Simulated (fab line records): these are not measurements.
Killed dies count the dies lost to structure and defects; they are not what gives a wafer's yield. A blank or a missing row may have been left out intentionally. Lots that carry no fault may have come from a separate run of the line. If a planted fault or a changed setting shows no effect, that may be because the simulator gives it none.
The same fault as seen by 2 desks ; flow sky130 ; only its own numbers are on each desk; what lay behind them is given at the end

## AT THE TOOL OWNER'S DESK: rie_diel-04
The tool's own readings at SKY_VIA1_ETCH_15 (etches SiO2 in C4F8/O2/Ar, stops on TiN, target depth 351 nm, time 54 s): means of the sampled wafers that have a number, for each lot that ran on this tool. A lot is out of limits, marked OUT, if its mean lies more than 4 standard deviations from the usual mean; the brackets give that distance.
Columns: A = oes_product_au at SKY_VIA1_ETCH_15, usual 0.979 a.u.; B = rf_fwd_power_W at SKY_VIA1_ETCH_15, usual 1486 W
lot;first seen here;A;B
L787;day 34 15:34;0.974;1489
L790;day 35 14:07;0.980;1481
L795;day 36 22:15;0.974;1483
L799;day 38 01:24;0.978;1486
L800;day 38 07:46;0.974;1488
L802;day 38 13:49;0.967;1402 (-16) OUT
Finding of this desk: L802 out of limits; the first was L802 at day 38 13:49, on rf_fwd_power_W at SKY_VIA1_ETCH_15. L787, L790, L795, L799, L800 stayed within limits.

## AT THE METROLOGY DESK
What the gauges read, lot by lot, whatever tool the lot ran on: means of the sampled wafers that have a number. A lot is out of limits, marked OUT, if its mean lies more than 4 standard deviations from the usual mean; the brackets give that distance.
Columns: A = cd_nm at SKY_VIA1_CD_MEAS_12, usual 150.1 nm; B = VIA1_W_THK at SKY_VIA1_THK_MEAS_23, usual 268 nm
lot;first seen here;A;B
L787;day 34 15:23;151.8;270
L789;day 35 06:11;150.4;269
L790;day 35 13:56;148.9;265
L791;day 35 16:52;149.2;264
L794;day 36 08:57;148.1;270
L795;day 36 22:04;149.6;261
L796;day 37 01:37;153.9;266
L798;day 37 10:03;148.8;264
L799;day 38 01:14;149.7;274
L800;day 38 07:37;150.2;269
L802;day 38 13:38;154.1;264
L803;day 39 18:00;150.4;268
L810;day 40 14:59;148.3;270
Result from this desk: across the 13 lots, nothing is out of limits.

## PUT TOGETHER
The tool owner's desk had the chance to raise an alarm at day 38 13:49 on L802.
From the metrology desk's view, nothing was out of limits.
The metrology desk holds a record of L802, inside its limits.
SKY_VIA1_ETCH_15 was run on rie_diel-04 by each of the lots named.

## WHAT THE SIMULATOR HAD PUT IN
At SKY_VIA1_ETCH_15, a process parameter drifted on rie_diel-04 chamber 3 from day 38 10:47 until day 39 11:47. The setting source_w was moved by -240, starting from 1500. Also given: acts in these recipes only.
Shown lots that were struck: L802.
Delay in hours, fault start to first out-of-limits reading, by desk: the tool owner's desk at 3.
